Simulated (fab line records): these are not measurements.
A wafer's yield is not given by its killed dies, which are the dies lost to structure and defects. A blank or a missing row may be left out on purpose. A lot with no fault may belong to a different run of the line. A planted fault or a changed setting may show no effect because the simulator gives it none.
fab line records	flow sky130
record lots=5	wafers=15	last-day=49
route steps=708 shown CONTACT@423 METAL1@434 VIA1@458 PAD_OPEN@708
lots that met no fault: taken from a fault-free run of the same line
start-h: hours from the record's first day to the start of the lot's first wafer shown	wait-h: hours since the lot's step before	" the same as in the row above	L1.1+2: a single row standing in for several wafers	- value missing, or start not given	* or withheld: withheld	< > ~ a bound
route shown NAME@n: names a module that has steps shown in the file, with the first one's number in the route	usual: mean/standard deviation taken from wafers without a fault	same: alike in all rows	chamber/n: place in a boat	sites: readings site by site	_std_site: how widely they spread, as a standard deviation	_edge_site: the outer-site mean with the inner-site mean subtracted	radius-mm: how far each site lies from the wafer's centre	mask NAME#n: copy n	behind: the most recent tool/chamber to have shaped the wafer	hold: cause of the lot's hold/its duration in hours/its outcome	device: transistor that didn't switch, given as n, p or np	end of line: tests of these same wafers at the route's end	a step with no rows: only its recipe	killed: dies that structure and defects cost at the first sort, which is not the same as the wafer's yield	map: a wafer's dies, marking killed ones x, the rest . and places with no die _
set.NAME: setting as actually run; set.NAME@STEP: the setting as run at that earlier step	model.NAME: the simulator's own value behind a step, which no gauge read
lots seen at some steps along the route; tables by step, rows by wafer
services: a tool's chamber out of use, with start hour (start-h, from the record's first day; less than 0 if before it), hours out, and reason
## steps
# step SKY_CONTACT_ETCH_17
# recipe target=SiO2	chemistry=C4F8/O2/Ar	stop-on=Si3N4	mask-material=KrF-thick	source-w=1500	bias-w=1200	pressure-mtorr=40	c4f8-flow-sccm=withheld	O2_flow_sccm=6	Ar_flow_sccm=300	time-s=withheld	target-depth-a=3400
# step SKY_CONTACT_ETCH_18
# recipe target=Si3N4	chemistry=CHF3/O2	stop-on=TiN	source-w=600	bias-w=200	pressure-mtorr=40	chf3-flow-sccm=50	O2_flow_sccm=5	time-s=39	target-depth-a=750
# step SKY_CONTACT_STRIP_19
# recipe chemistry=O2/N2	power-w=1400	pressure-mtorr=1500	platen-temp-c=withheld	o2-flow-sccm=3000	n2-flow-sccm=300	overash-fraction=0.5
# step SKY_CONTACT_STRIP_20
# recipe chemistry=post-etch-residue-remover	time-s=1200	temp-c=72.5
# step SKY_CONTACT_CLEAN_21
# recipe chemistry=IPA	time-s=180	temp-c=25
# step SKY_CONTACT_CLEAN_22
# recipe chemistry=O3/DIW	dry=n2-spin
# step SKY_CONTACT_SPUTTER_23
# recipe material=TiN	target-thk-nm=20	chamber-pressure-pa=5	power-w=4000	time-s=80
# usual throttle-valve-pct=30.0/0.86
lot.wafer	tool	chamber	start-h	wait-h	throttle-valve-pct
L246.1	pvd-sputter-02	-	760.81	0.0	29.1
L246.2	"	-	"	"	29.6
L246.5	"	-	"	"	30.1
L249.1	pvd-sputter-02	-	772.46	0.0	29.2
L249.3	"	-	"	"	29.1
L249.4	"	-	"	"	29.6
L251.1	pvd-sputter-02	-	794.73	0.0	29.3
L251.2	"	-	"	"	29.2
L251.5	"	-	"	"	29.0
L252.2	pvd-sputter-01	-	795.52	0.0	30.2
L252.5	"	-	"	"	31.1
L252.6	"	-	"	"	31.9
L260.3	pvd-sputter-02	-	856.69	0.0	30.3
L260.5	"	-	"	"	28.9
L260.6	"	-	"	"	29.5
# step SKY_CONTACT_CVD_24
# recipe material=W	target-thk-nm=340	time-s=102.12	temp-c=400	pressure-torr=40
# step SKY_CONTACT_RS_MEAS_25
# recipe thk-meas-gauge=four-point-probe	reads=W_of_CONTACT_CVD_24+TiN_of_CONTACT_SPUTTER_23
# usual CONTACT_W_RS=0.338/0.0058
lot.wafer	tool	chamber	start-h	wait-h	CONTACT_W_RS[ohm/sq]
L246.1	film-metro-02	-	760.99	0.1	0.336
L246.2	"	-	"	"	0.337
L246.5	"	-	"	"	0.337
L249.1	film-metro-01	-	772.63	0.1	0.331
L249.3	"	-	"	"	0.330
L249.4	"	-	"	"	0.347
L251.1	film-metro-01	-	794.91	0.1	0.327
L251.2	"	-	"	"	0.347
L251.5	"	-	"	"	0.342
L252.2	film-metro-02	-	795.71	0.1	0.344
L252.5	"	-	"	"	0.344
L252.6	"	-	"	"	0.342
L260.3	film-metro-01	-	856.90	0.1	0.344
L260.5	"	-	"	"	0.346
L260.6	"	-	"	"	0.330
# step SKY_CONTACT_THK_MEAS_26
# recipe thk-meas-gauge=xrf	reads=W_of_CONTACT_CVD_24
# usual CONTACT_W_THK=346/6.6
lot.wafer	tool	chamber	start-h	wait-h	CONTACT_W_THK[nm]
L246.1	film-metro-02	-	761.11	0.1	349
L246.2	"	-	"	"	348
L246.5	"	-	"	"	345
L249.1	film-metro-01	-	772.75	0.1	352
L249.3	"	-	"	"	352
L249.4	"	-	"	"	334
L251.1	film-metro-01	-	795.03	0.1	357
L251.2	"	-	"	"	339
L251.5	"	-	"	"	342
L252.2	film-metro-02	-	795.82	0.1	337
L252.5	"	-	"	"	339
L252.6	"	-	"	"	341
L260.3	film-metro-01	-	857.00	0.1	341
L260.5	"	-	"	"	339
L260.6	"	-	"	"	356
# step SKY_CONTACT_CMP_27
# recipe stop-on=SiO2	t-overpolish-s=15	down-force-psi=3.5	platen-rpm=60	target-thk-nm=0	pad-velocity-m-s=0.94248
# step SKY_METAL1_SPUTTER_00
# recipe material=Ti	target-thk-nm=15	power-w=3000	time-s=10	chamber-pressure-pa=0.4
# usual throttle-valve-pct=29.7/0.85
lot.wafer	tool	chamber	start-h	wait-h	throttle-valve-pct
L246.1	pvd-sputter-03	-	761.47	0.1	29.3
L246.2	"	-	"	"	30.7
L246.5	"	-	"	"	30.2
L249.1	pvd-sputter-04	-	773.11	0.2	30.9
L249.3	"	-	"	"	30.5
L249.4	"	-	"	"	30.4
L251.1	pvd-sputter-03	-	795.39	0.1	28.9
L251.2	"	-	"	"	30.3
L251.5	"	-	"	"	28.8
L252.2	pvd-sputter-04	-	796.17	0.1	30.7
L252.5	"	-	"	"	30.8
L252.6	"	-	"	"	30.3
L260.3	pvd-sputter-03	-	857.34	0.2	30.2
L260.5	"	-	"	"	29.2
L260.6	"	-	"	"	30.3
# step SKY_METAL1_SPUTTER_01
# recipe material=TiN	target-thk-nm=20	power-w=6500	time-s=16.7	chamber-pressure-pa=0.4
# usual throttle-valve-pct=29.7/0.88
lot.wafer	tool	chamber	start-h	wait-h	throttle-valve-pct
L246.1	pvd-sputter-03	-	761.49	0.0	29.3
L246.2	"	-	"	"	30.5
L246.5	"	-	"	"	30.1
L249.1	pvd-sputter-04	-	773.14	0.0	30.7
L249.3	"	-	"	"	30.8
L249.4	"	-	"	"	30.5
L251.1	pvd-sputter-03	-	795.41	0.0	28.9
L251.2	"	-	"	"	30.2
L251.5	"	-	"	"	28.8
L252.2	pvd-sputter-04	-	796.20	0.0	30.8
L252.5	"	-	"	"	31.3
L252.6	"	-	"	"	30.3
L260.3	pvd-sputter-03	-	857.37	0.0	30.4
L260.5	"	-	"	"	29.3
L260.6	"	-	"	"	30.8
# step SKY_METAL1_SPUTTER_02
# recipe material=AlCu	target-thk-nm=250	power-w=10600	time-s=13.3	chamber-pressure-pa=0.4
# usual throttle-valve-pct=29.7/0.87
lot.wafer	tool	chamber	start-h	wait-h	throttle-valve-pct
L246.1	pvd-sputter-03	-	761.51	0.0	29.5
L246.2	"	-	"	"	30.6
L246.5	"	-	"	"	30.3
L249.1	pvd-sputter-04	-	773.16	0.0	30.8
L249.3	"	-	"	"	30.7
L249.4	"	-	"	"	30.6
L251.1	pvd-sputter-03	-	795.43	0.0	28.7
L251.2	"	-	"	"	30.3
L251.5	"	-	"	"	29.0
L252.2	pvd-sputter-04	-	796.22	0.0	30.6
L252.5	"	-	"	"	30.9
L252.6	"	-	"	"	30.5
L260.3	pvd-sputter-03	-	857.40	0.0	30.4
L260.5	"	-	"	"	29.5
L260.6	"	-	"	"	30.5
# step SKY_METAL1_SPUTTER_03
# recipe material=Ti	target-thk-nm=5	power-w=3000	time-s=3.3	chamber-pressure-pa=0.4
# step SKY_METAL1_SPUTTER_04
# recipe material=TiN	target-thk-nm=70	power-w=6500	time-s=58.3	chamber-pressure-pa=0.4
# step SKY_METAL1_RS_MEAS_05
# recipe thk-meas-gauge=four-point-probe	reads=TiN_of_METAL1_SPUTTER_04+Ti_of_METAL1_SPUTTER_03+AlCu_of_METAL1_SPUTTER_02+TiN_of_METAL1_SPUTTER_01+Ti_of_METAL1_SPUTTER_00
# usual METAL1_ALCU_RS=0.1270/0.0015
lot.wafer	tool	chamber	start-h	wait-h	METAL1_ALCU_RS[ohm/sq]
L246.1	film-metro-01	-	761.61	0.0	0.1287
L246.2	"	-	"	"	0.1284
L246.5	"	-	"	"	0.1275
L249.1	film-metro-04	-	773.25	0.0	0.1259
L249.3	"	-	"	"	0.1274
L249.4	"	-	"	"	0.1252
L251.1	film-metro-01	-	795.53	0.0	0.1267
L251.2	"	-	"	"	0.1258
L251.5	"	-	"	"	0.1270
L252.2	film-metro-04	-	796.33	0.0	0.1263
L252.5	"	-	"	"	0.1262
L252.6	"	-	"	"	0.1261
L260.3	film-metro-03	-	857.54	0.1	0.1278
L260.5	"	-	"	"	0.1294
L260.6	"	-	"	"	0.1286
# step SKY_METAL1_THK_MEAS_06
# recipe thk-meas-gauge=xrf	reads=AlCu_of_METAL1_SPUTTER_02
# usual METAL1_ALCU_THK=248/3.1
lot.wafer	tool	chamber	start-h	wait-h	METAL1_ALCU_THK[nm]
L246.1	film-metro-01	-	761.73	0.1	245
L246.2	"	-	"	"	250
L246.5	"	-	"	"	247
L249.1	film-metro-04	-	773.37	0.1	250
L249.3	"	-	"	"	248
L249.4	"	-	"	"	252
L251.1	film-metro-01	-	795.65	0.1	249
L251.2	"	-	"	"	250
L251.5	"	-	"	"	247
L252.2	film-metro-04	-	796.44	0.1	249
L252.5	"	-	"	"	248
L252.6	"	-	"	"	249
L260.3	film-metro-03	-	857.64	0.1	245
L260.5	"	-	"	"	244
L260.6	"	-	"	"	242
# step SKY_METAL1_DEHYDRATE_07
# recipe temp-c=200	time-s=60
# step SKY_METAL1_HMDS_08
# recipe prime-time-s=60	prime-temp-c=120
# step SKY_METAL1_COAT_09
# recipe resist=BARC	temp-c=withheld	time-s=withheld	spin-rpm=3000	resist-thk-nm=60
# step SKY_METAL1_COAT_10
# recipe resist=KrF-thick	spin-rpm=3000	resist-thk-nm=450
# step SKY_METAL1_SOFTBAKE_11
# recipe temp-c=100	time-s=90	resist=KrF-thick
# step SKY_METAL1_EXPOSE_12
# recipe mask-id=MM1	na=0.8	source-shape=annular	sigma-inner=0.55	sigma-outer=0.85	target-cd-nm=140	dose-mj=28
# step SKY_METAL1_PEB_13
# recipe peb-temp-c=withheld	peb-time-s=withheld	resist=KrF-thick
# step SKY_METAL1_DEVELOP_14
# recipe develop-time-s=60	resist=KrF-thick	dev-temp-c=21
# step SKY_METAL1_CD_MEAS_15
# recipe target-cd-nm=140
# usual cd-nm=139.7/1.8
lot.wafer	tool	chamber	start-h	wait-h	cd-nm
L246.1	cd-sem-01	-	788.61	-	140.6
L246.2	"	-	"	"	141.7
L246.5	"	-	"	"	140.4
L249.1	cd-sem-02	-	799.73	-	140.6
L249.3	"	-	"	"	140.7
L249.4	"	-	"	"	141.3
L251.1	cd-sem-01	-	822.03	-	137.9
L251.2	"	-	"	"	138.1
L251.5	"	-	"	"	141.2
L252.2	cd-sem-01	-	822.77	-	141.1
L252.5	"	-	"	"	140.9
L252.6	"	-	"	"	142.4
L260.3	cd-sem-01	-	883.87	-	141.7
L260.5	"	-	"	"	141.3
L260.6	"	-	"	"	141.5
# step SKY_METAL1_OVL_MEAS_16
# usual METAL1_OVL=0/5.8
lot.wafer	tool	chamber	start-h	wait-h	METAL1_OVL[nm]
L246.1	overlay-01	-	788.73	0.1	12
L246.2	"	-	"	"	-5
L246.5	"	-	"	"	2
L249.1	overlay-01	-	799.85	0.1	10
L249.3	"	-	"	"	4
L249.4	"	-	"	"	6
L251.1	overlay-02	-	822.15	0.1	8
L251.2	"	-	"	"	-5
L251.5	"	-	"	"	4
L252.2	overlay-01	-	822.87	0.1	-8
L252.5	"	-	"	"	-1
L252.6	"	-	"	"	-10
L260.3	overlay-02	-	883.96	0.1	6
L260.5	"	-	"	"	-1
L260.6	"	-	"	"	9
# step SKY_METAL1_DESCUM_17
# recipe chemistry=O2	source-power-w=150	bias-power-w=0	pressure-mtorr=10	temp-c=40	time-s=8
# step SKY_METAL1_ETCH_18
# recipe chemistry=N2/H2	target=BARC	ion-energy-ev=200	bias-w=100	pressure-mtorr=30	n2-flow-sccm=100	h2-flow-sccm=200	icp-w=500	stop-on=SiO2	time-s=45.9	target-depth-a=600
# usual drypump-motor-current-A=6.0/0.42	oes-product-au=0.854/0.0046	throttle-valve-pct=13.223/0.0096
lot.wafer	tool	chamber	start-h	wait-h	drypump-motor-current-A	oes-product-au	rf-hours-counter-h	throttle-valve-pct
L246.1	rie-metal-01	1	788.80	0.0	6.6	0.848	3	13.218
L246.2	"	0	"	"	6.7	0.853	9	13.229
L246.5	"	1	"	"	6.6	0.857	-	13.224
L249.1	rie-metal-03	1	799.91	0.0	5.5	0.848	12	13.235
L249.3	"	1	"	"	5.5	0.856	-	13.208
L249.4	"	0	"	"	6.0	0.864	-	13.217
L251.1	rie-metal-01	1	822.21	0.0	6.6	0.856	4	13.220
L251.2	"	0	"	"	6.7	0.847	10	13.201
L251.5	"	0	"	"	6.6	0.857	-	13.212
L252.2	rie-metal-04	1	822.93	0.0	5.5	0.848	6	13.219
L252.5	"	1	"	"	5.5	0.861	-	13.217
L252.6	"	0	"	"	5.9	0.854	-	13.247
L260.3	rie-metal-04	1	884.03	0.0	5.5	0.852	-	13.217
L260.5	"	0	"	"	5.9	0.847	-	13.229
L260.6	"	1	"	"	5.5	0.855	-	13.242
# step SKY_METAL1_METAL_ETCH_19
# recipe target-depth-a=3600	stop-on=SiO2	over-etch-frac=0.3	time-s=78	chemistry=Cl2/BCl3	resist-sidewall-deg=88	pressure-mtorr=10	icp-w=900	bias-w=48.5	Cl2_flow_sccm=60	bcl3-flow-sccm=30
# step SKY_METAL1_STRIP_20
# recipe chemistry=O2/N2	power-w=1400	pressure-mtorr=1500	platen-temp-c=withheld	o2-flow-sccm=3000	n2-flow-sccm=300	overash-fraction=0.5
# usual drypump-motor-current-A=5.80/0.22	oes-product-au=0.342/0.0049	strip-time-to-endpoint-s=2.67/0.051
lot.wafer	tool	chamber	start-h	wait-h	drypump-motor-current-A	oes-product-au	rf-hours-counter-h	strip-time-to-endpoint-s
L246.1	plasma-asher-01	1	788.95	0.1	6.03	0.336	30	2.58
L246.2	"	0	"	"	5.54	0.344	30	2.72
L246.5	"	0	"	"	5.55	0.333	-	2.59
L249.1	plasma-asher-03	1	800.07	0.1	5.91	0.343	100	2.68
L249.3	"	0	"	"	5.95	0.349	-	2.69
L249.4	"	1	"	"	5.91	0.345	-	2.63
L251.1	plasma-asher-01	0	822.37	0.1	5.54	0.337	33	2.56
L251.2	"	1	"	"	6.03	0.348	33	2.72
L251.5	"	1	"	"	6.07	0.336	-	2.69
L252.2	plasma-asher-01	1	823.09	0.1	5.97	0.348	33	2.69
L252.5	"	0	"	"	5.54	0.343	-	2.72
L252.6	"	1	"	"	6.02	0.330	-	2.66
L260.3	plasma-asher-02	1	884.20	0.1	5.57	0.341	-	2.67
L260.5	"	1	"	"	5.58	0.345	-	2.68
L260.6	"	0	"	"	5.42	0.336	-	2.66
# step SKY_METAL1_STRIP_21
# recipe chemistry=post-etch-residue-remover	time-s=1200	temp-c=72.5
# step SKY_METAL1_CLEAN_22
# recipe chemistry=IPA	time-s=180	temp-c=25
# step SKY_METAL1_CLEAN_23
# recipe chemistry=O3/DIW	dry=n2-spin
# step SKY_VIA1_HDPCVD_00
# recipe material=SiO2	target-thk-nm=1030	sigma-open-frac=0.3	time-s=171.7	temp-c=400	sih4-flow-sccm=60	pressure-mtorr=6
# step SKY_VIA1_THK_MEAS_01
# recipe reads=SiO2_of_VIA1_HDPCVD_00
# usual VIA1_HDPCVD_THK=1024/10
lot.wafer	tool	chamber	start-h	wait-h	VIA1_HDPCVD_THK[nm]
L246.1	film-metro-04	-	789.71	0.1	1019
L246.2	"	-	"	"	1014
L246.5	"	-	"	"	1032
L249.1	film-metro-02	-	800.78	0.1	1013
L249.3	"	-	"	"	1037
L249.4	"	-	"	"	1017
L251.1	film-metro-04	-	823.18	0.1	1022
L251.2	"	-	"	"	1032
L251.5	"	-	"	"	1016
L252.2	film-metro-03	-	823.91	0.1	1014
L252.5	"	-	"	"	1032
L252.6	"	-	"	"	1031
L260.3	film-metro-03	-	884.89	0.1	1061
L260.5	"	-	"	"	1043
L260.6	"	-	"	"	1050
# step SKY_VIA1_CMP_02
# recipe material=SiO2	down-force-psi=4	platen-rpm=60	pad-velocity-m-s=0.94248
# step SKY_VIA1_BOW_MEAS_03
# recipe mode=bow
# usual VIA1_BOW=79/7
lot.wafer	tool	chamber	start-h	wait-h	VIA1_BOW[um]
L246.1	film-metro-04	-	790.07	0.2	84
L246.2	"	-	"	"	83
L246.5	"	-	"	"	66
L249.1	film-metro-04	-	801.14	0.1	78
L249.3	"	-	"	"	64
L249.4	"	-	"	"	71
L251.1	film-metro-02	-	823.54	0.2	93
L251.2	"	-	"	"	69
L251.5	"	-	"	"	79
L252.2	film-metro-04	-	824.28	0.2	77
L252.5	"	-	"	"	85
L252.6	"	-	"	"	78
L260.3	film-metro-03	-	885.27	0.2	76
L260.5	"	-	"	"	80
L260.6	"	-	"	"	78
# step SKY_VIA1_DEHYDRATE_04
# recipe temp-c=200	time-s=60
# step SKY_VIA1_HMDS_05
# recipe prime-time-s=60	prime-temp-c=120
# step SKY_VIA1_COAT_06
# recipe resist=BARC	temp-c=withheld	time-s=withheld	spin-rpm=3000	resist-thk-nm=60
# step SKY_PAD_OPEN_PROBE_99
# usual defect-limited-yield=82.4/1.8	killed_at_M0_to_M3=44/6	killed_at_M4_up=2.9/1.5	killed-at-contacts=24/4.9	killed-at-front-end=16/4.3	killed-at-other=0.3/0.54	killed-dies=87/8.7	killed-open=48/6.7	killed-short=39/5.9	sort_bin_3_pad_short=0.9/0.4	sort_bin_5_function=10.5/1.5	sort_bin_6_memory=6.2/1.1	sort-n-pass=405/8.7	sort-yield-pct=82.4/1.8
# same gross-dies=492	killed-at-back-side=0	sort_bin_4_leakage[%]=0	sort_bin_8_speed[%]=0
lot.wafer	tool	chamber	start-h	wait-h	defect-limited-yield[%]	killed_at_M0_to_M3	killed_at_M4_up	killed-at-contacts	killed-at-front-end	killed-at-other	killed-dies	killed-open	killed-short	sort_bin_3_pad_short[%]	sort_bin_5_function[%]	sort_bin_6_memory[%]	sort-n-pass	sort-yield-pct[%]	model.etest.tester.sort-n-pass	model.etest.tester.sort-yield-pct	model.etest.tester.sort_bin_5_pct	model.etest.tester.sort_bin_3_pct
L246.1	prober-01	-	1095.48	0.1	82.9	42	3	26	13	0	84	48	36	0.6	9.8	6.7	408	82.9	408	82.93	9.756	0.6098
L246.2	prober-01	-	1095.53	0.1	81.9	50	3	29	7	0	89	52	37	0.2	11.0	6.9	403	81.9	403	81.91	10.98	0.2033
L246.5	prober-01	-	1095.68	0.2	82.5	43	3	26	14	0	86	43	43	1.2	8.5	7.7	406	82.5	406	82.52	8.537	1.22
L249.1	prober-02	-	1103.43	0.1	79.1	59	5	18	21	0	103	56	47	0.6	12.8	7.5	389	79.1	389	79.06	12.8	0.6098
L249.3	prober-02	-	1103.53	0.2	83.3	39	1	25	17	0	82	43	38	1.0	10.2	5.5	410	83.3	410	83.33	10.16	1.016
L249.4	prober-02	-	1103.58	0.2	83.5	35	2	29	14	1	81	45	36	1.0	9.6	5.9	411	83.5	411	83.54	9.553	1.016
L251.1	prober-01	-	1120.20	0.1	85.6	39	2	18	12	0	71	39	32	0.8	9.6	4.1	421	85.6	421	85.57	9.553	0.813
L251.2	prober-01	-	1120.25	0.1	85.8	33	3	18	16	0	70	38	32	0.8	8.5	4.9	422	85.8	422	85.77	8.537	0.813
L251.5	prober-01	-	1120.40	0.2	83.9	43	3	21	12	0	79	42	37	0.2	10.2	5.7	413	83.9	413	83.94	10.16	0.2033
L252.2	prober-02	-	1120.58	0.1	83.7	35	1	23	21	0	80	43	37	1.2	10.0	5.1	412	83.7	412	83.74	9.959	1.22
L252.5	prober-02	-	1120.73	0.2	83.1	35	2	30	16	0	83	56	27	0.2	10.0	6.7	409	83.1	409	83.13	9.959	0.2033
L252.6	prober-02	-	1120.78	0.2	80.5	49	2	25	20	0	96	49	46	0.6	11.8	7.1	396	80.5	396	80.49	11.79	0.6098
L260.3	prober-02	-	1165.47	0.2	72.6	96	2	22	14	1	135	42	29	3.3	17.7	6.5	357	72.6	357	72.56	17.68	3.252
L260.5	prober-02	-	1165.57	0.2	81.1	54	3	25	10	1	93	43	50	0.8	11.4	6.7	399	81.1	399	81.1	11.38	0.813
L260.6	prober-02	-	1165.62	0.2	83.3	46	3	22	11	0	82	47	35	0.8	8.9	6.9	410	83.3	410	83.33	8.943	0.813
# killed by level:class
L246.1 VIA1:geometric-particle:open=10 VIA3:geometric-particle:open=8 CONTACT:geometric-particle:open=8 METAL2:geometric-particle:short=6 VIA2:geometric-particle:open=6 FIELD_ISO:geometric-particle:short=5 LI_CONTACT:geometric-particle:open=5 LOCAL_INTERCONNECT:geometric-particle:short=5
L246.2 VIA3:geometric-particle:open=13 VIA1:geometric-particle:open=12 CONTACT:geometric-particle:open=11 METAL2:geometric-particle:short=8 LI_CONTACT:geometric-particle:open=7 CONTACT:geometric-particle:short=5 METAL1:geometric-particle:short=5 LOCAL_INTERCONNECT:geometric-particle:short=4
L246.5 LOCAL_INTERCONNECT:geometric-particle:short=8 CONTACT:geometric-particle:open=8 VIA1:geometric-particle:open=8 METAL1:geometric-particle:short=8 METAL2:geometric-particle:short=6 METAL3:geometric-particle:short=6 VIA3:geometric-particle:open=6 FIELD_ISO:geometric-particle:open=5
L249.1 VIA2:geometric-particle:open=11 METAL1:geometric-particle:short=11 VIA1:geometric-particle:open=11 VIA3:geometric-particle:open=11 FIELD_ISO:geometric-particle:open=7 LI_CONTACT:geometric-particle:open=5 CONTACT:geometric-particle:short=5 METAL2:geometric-particle:short=5
L249.3 LI_CONTACT:geometric-particle:open=7 VIA1:geometric-particle:open=7 CONTACT:geometric-particle:short=6 CONTACT:geometric-particle:open=6 METAL1:geometric-particle:short=6 VIA3:geometric-particle:open=6 FIELD_ISO:geometric-particle:open=5 LOCAL_INTERCONNECT:geometric-particle:short=5
L249.4 LI_CONTACT:geometric-particle:open=12 VIA3:geometric-particle:open=8 CONTACT:geometric-particle:open=7 VIA1:geometric-particle:open=6 METAL1:geometric-particle:short=6 POLY_GATE:geometric-particle:short=5 LOCAL_INTERCONNECT:geometric-particle:short=5 FIELD_ISO:geometric-particle:short=4
L251.1 VIA1:geometric-particle:open=12 CONTACT:geometric-particle:open=6 VIA3:geometric-particle:open=6 VIA2:geometric-particle:open=5 METAL2:geometric-particle:short=5 FIELD_ISO:geometric-particle:open=4 CONTACT:geometric-particle:short=4 METAL1:geometric-particle:short=3
L251.2 CONTACT:geometric-particle:open=8 VIA1:geometric-particle:open=8 LI_CONTACT:geometric-particle:open=6 VIA1:geometric-particle:short=6 POLY_GATE:geometric-particle:short=5 METAL1:geometric-particle:short=5 FIELD_ISO:geometric-particle:open=4 POLY_GATE:geometric-particle:open=3
L251.5 VIA1:geometric-particle:open=14 CONTACT:geometric-particle:open=7 METAL1:geometric-particle:short=6 CONTACT:geometric-particle:short=6 VIA1:geometric-particle:short=6 FIELD_ISO:geometric-particle:open=5 POLY_GATE:geometric-particle:short=4 LI_CONTACT:geometric-particle:open=4
L252.2 POLY_GATE:geometric-particle:short=7 LI_CONTACT:geometric-particle:open=7 VIA1:geometric-particle:open=7 VIA3:geometric-particle:open=7 FIELD_ISO:geometric-particle:short=6 CONTACT:geometric-particle:open=6 METAL1:geometric-particle:short=6 VIA2:geometric-particle:open=6
L252.5 CONTACT:geometric-particle:open=12 VIA1:geometric-particle:open=10 LI_CONTACT:geometric-particle:open=9 VIA3:geometric-particle:open=7 LOCAL_INTERCONNECT:geometric-particle:short=7 VIA2:geometric-particle:open=6 FIELD_ISO:geometric-particle:short=5 POLY_GATE:geometric-particle:open=4
L252.6 CONTACT:geometric-particle:open=13 VIA2:geometric-particle:open=9 METAL2:geometric-particle:short=7 METAL1:geometric-particle:short=6 VIA1:geometric-particle:short=6 VIA3:geometric-particle:open=6 FIELD_ISO:geometric-particle:short=5 FIELD_ISO:geometric-particle:open=4
L260.3 METAL1:unspecified=64 VIA1:geometric-particle:open=9 CONTACT:geometric-particle:open=7 LI_CONTACT:geometric-particle:open=6 VIA1:geometric-particle:short=6 FIELD_ISO:geometric-particle:open=5 CONTACT:geometric-particle:short=5 VIA3:geometric-particle:open=5
L260.5 VIA1:geometric-particle:open=9 CONTACT:geometric-particle:short=8 CONTACT:geometric-particle:open=8 METAL1:geometric-particle:short=7 METAL2:geometric-particle:short=7 METAL3:geometric-particle:short=7 VIA2:geometric-particle:open=6 VIA3:geometric-particle:open=5
L260.6 VIA1:geometric-particle:open=12 CONTACT:geometric-particle:open=7 VIA2:geometric-particle:open=7 VIA1:geometric-particle:short=7 VIA3:geometric-particle:open=7 LI_CONTACT:geometric-particle:open=6 CONTACT:geometric-particle:short=4 METAL1:geometric-particle:short=4
# map L260.3 (x killed, . not)
__________.........._________
________..x......x.xx._______
______...x...........x.._____
_____x..........x........____
____.x.x....x....x....x..x___
___...x............x.......__
__.x....x.x........x........_
_.......xx.......x....x...x..
_....xx........x.............
_...x..x............xx.....x.
_...x....x......x......x.....
_..x.....x..xxxx............x
_.x......xxxxxxx....xxx......
_x......xxxxxxxxx.xx....x....
_x.....xxxxxxxxxxxx.....x....
__.x.....xxxxxxxxx..x.xx...._
___x...xxxxxxxxxxx......x..__
____..xx..xxxxxxx....xxxx.___
_____x.x..x.xxxx....x....____
______.....x.........x.._____
________x......x...x.x_______
__________.........._________
# map L251.5 (x killed, . not)
__________......xx.._________
________....xxx..xx..x_______
______.x.x...x.x.....xx._____
_____....x..xx.x...x.x...____
____..................x...___
___....x..........x........__
__...........xx......x......_
_.x...x...x...x..............
_...x....x.x....x.........x.x
_.x....x......x..........x...
_....x.x...x......x..x..x...x
_........x...xx...x..........
_....x......xx.......x.......
_..........................x.
_...x...x.................x..
__.............xx......x...._
___........................__
____..x.........xx.x......___
_____...x..x........x....____
______x...........x.x.x._____
________.x.....xx.x..._______
__________..x.....x._________
## services
tool	chamber	start-h	hours	kind
plasma-asher-02	-	737.43	11.7	repair
plasma-asher-01	-	743.43	28.3	pm
rie-metal-04	0	749.70	6.0	repair
plasma-asher-03	-	754.59	1.1	repair
pvd-sputter-03	-	758.04	2.7	repair
rie-metal-03	1	774.82	11.2	repair
rie-metal-03	-	782.90	1.1	repair
plasma-asher-01	-	790.51	2.7	repair
pvd-sputter-01	-	824.31	1.1	repair
rie-metal-03	0	832.76	-	clean
rie-metal-03	0	832.76	28.0	scheduled-down
rie-metal-03	0	832.76	28.0	vent-cycle
pvd-sputter-04	2	842.04	-	consumable-replace:kit
pvd-sputter-04	2	842.04	18.0	scheduled-down
pvd-sputter-04	2	842.04	18.0	vent-cycle
pvd-sputter-04	-	843.99	1.3	repair
rie-metal-03	1	844.20	4.6	repair
pvd-sputter-02	-	868.80	0.9	repair
rie-metal-03	1	870.52	4.2	repair
rie-metal-03	1	874.76	-	clean
plasma-asher-02	-	881.10	0.7	repair
pvd-sputter-03	0	882.59	-	consumable-replace:kit
pvd-sputter-03	0	882.59	18.0	scheduled-down
pvd-sputter-03	0	882.59	18.0	vent-cycle
## key
first-sign step=SKY_PAD_OPEN_PROBE_99	reading=killed_at_M0_to_M3	direction=up	sigmas=8.7	usual=44	struck=96
effect step=SKY_PAD_OPEN_PROBE_99	reading=sort_bin_3_pad_short	direction=up	sigmas=5.9	usual=0.9	struck=3.3
model-effect step=SKY_PAD_OPEN_PROBE_99	value=etest.tester.sort-n-pass	without=408	struck=357
met-at SKY_METAL1_SPUTTER_01
struck-wafers L260.3
onset-between 795.41 857.37
fault kind=chamber-particle-source	tool=pvd-sputter-03	chamber=-	onset-h=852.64	steps=SKY_METAL1_SPUTTER_01	rate-per-visit-cm2=1.2368	end-h=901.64	scope=struck-wafers-only
